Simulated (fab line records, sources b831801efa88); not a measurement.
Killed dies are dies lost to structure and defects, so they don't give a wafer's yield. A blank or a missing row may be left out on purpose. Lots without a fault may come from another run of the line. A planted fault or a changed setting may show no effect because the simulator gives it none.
Which tool did it? | flow sky130 | 11 lots, 33 wafers sampled, at 2 steps of a route of 708

WHAT THE GAUGES READ, wafer by wafer
SKY_CAPM_THK_MEAS_01.
lot  | measured     | on            | CAPM_CVD_00_THK (nm)
L899 | day 36 21:21 | film_metro-02 | 15.53 15.48 15.74
L900 | day 37 02:07 | film_metro-04 | 15.68 15.79 15.44
L903 | day 38 05:19 | film_metro-02 | 15.80 16.33 15.72
L904 | day 38 13:24 | film_metro-02 | 15.07 15.06 15.83
L907 | day 39 05:34 | film_metro-03 | 15.40 15.48 15.29
L908 | day 39 18:15 | film_metro-02 | 15.40 15.49 15.49
L909 | day 40 01:52 | film_metro-02 | 15.03 15.38 15.68
L910 | day 40 06:49 | film_metro-04 | 15.45 15.45 15.40
L914 | day 41 10:32 | film_metro-02 | 15.21 15.62 15.25
L915 | day 41 11:41 | film_metro-04 | 15.39 15.67 15.63
L921 | day 43 10:45 | film_metro-02 | 15.74 15.36 15.86

WHICH TOOL RAN EACH LOT (tool, then ch and the chambers of the sampled wafers, then the start)
lot  | SKY_CAPM_CVD_00
L899 | pecvd-03 ch 0,1,2, day 36 21:19
L900 | pecvd-03 ch 0,1,2, day 37 02:05
L903 | pecvd-02 ch 0,2, day 38 05:18
L904 | pecvd-01 ch 0,1,2, day 38 13:23
L907 | pecvd-03 ch 0,1, day 39 05:32
L908 | pecvd-02 ch 0,1,2, day 39 18:14
L909 | pecvd-01 ch 0,2, day 40 01:50
L910 | pecvd-01 ch 0,1,2, day 40 06:46
L914 | pecvd-01 ch 0,1,2, day 41 10:30
L915 | pecvd-03 ch 0,1, day 41 11:40
L921 | pecvd-02 ch 0,2, day 43 10:43
- SKY_CAPM_CVD_00: deposits SiO2, target thk 15.5 nm.

THE ANSWER, worked out from the rows above alone
Rule: what is usual is taken from the lots themselves. Put in order of their means at a reading, lots are off if they are a third of the lots or fewer, leave a main group of 4 or more, and stand apart from it by a gap of 3 or more times the standard deviation of the main group's means; of several such gaps the widest counts. A main group whose means are all the same, to the digits that the tables above print for the reading, isn't used. A lot without any number at a reading at which 4 lots or more have one is off too. The other lots that the step has rows for count as sound.
No lot is off at any reading shown: from this, nothing can be told.

WHAT THE SIMULATOR HAD PUT IN
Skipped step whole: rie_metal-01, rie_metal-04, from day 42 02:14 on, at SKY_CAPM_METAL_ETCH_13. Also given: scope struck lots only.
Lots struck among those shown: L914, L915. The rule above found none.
